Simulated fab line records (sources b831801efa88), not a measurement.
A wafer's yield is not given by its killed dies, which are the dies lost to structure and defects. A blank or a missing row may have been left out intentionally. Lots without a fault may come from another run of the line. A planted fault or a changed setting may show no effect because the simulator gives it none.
Which tool did it? / flow gf180mcu / route of 602 steps, sampled at 1 step: 7 lots, 21 wafers

== WHAT THE GAUGES READ, wafer by wafer ==
GF_STI_CD_MEAS_12 targets a cd of 220 nm.
lot=L204; measured=day 2 12:58; on=cdSem-01; cdNm (nm)=222.2 220.3 221.6
lot=L208; measured=day 3 09:59; on=cdSem-01; cdNm (nm)=221.5 221.4 221.9
lot=L210; measured=day 3 20:01; on=cdSem-02; cdNm (nm)=220.8 221.0 221.5
lot=L212; measured=day 4 04:40; on=cdSem-01; cdNm (nm)=220.6 220.0 220.4
lot=L220; measured=day 6 00:26; on=cdSem-02; cdNm (nm)=220.6 219.6 218.0
lot=L222; measured=day 6 08:29; on=cdSem-02; cdNm (nm)=223.4 223.0 222.0
lot=L224; measured=day 6 19:52; on=cdSem-01; cdNm (nm)=220.9 221.0 220.3

== EACH LOT AND THE TOOL THAT RAN IT (in order: tool; ch and the chambers of the sampled wafers; start) ==
The record holds no process step before these readings.

== THE ANSWER, worked out from the rows above alone ==
Rule: the usual values come from the lots themselves. The widest of any qualifying gaps counts: lots, ordered by their means at a reading, are off when they make up no more than a third of the lots, leave a main group of 4 or more, and stand apart from it by 3 or more times the standard deviation of that group's means. The tables above print the reading to a certain number of digits; a main group whose means all agree to those digits is not used. A lot without any number at a reading at which 4 lots or more have one is off too. The other lots that the step has rows for count as sound.
No lot is off at any reading shown: from this, nothing can be told.

== WHAT THE SIMULATOR HAD INSERTED ==
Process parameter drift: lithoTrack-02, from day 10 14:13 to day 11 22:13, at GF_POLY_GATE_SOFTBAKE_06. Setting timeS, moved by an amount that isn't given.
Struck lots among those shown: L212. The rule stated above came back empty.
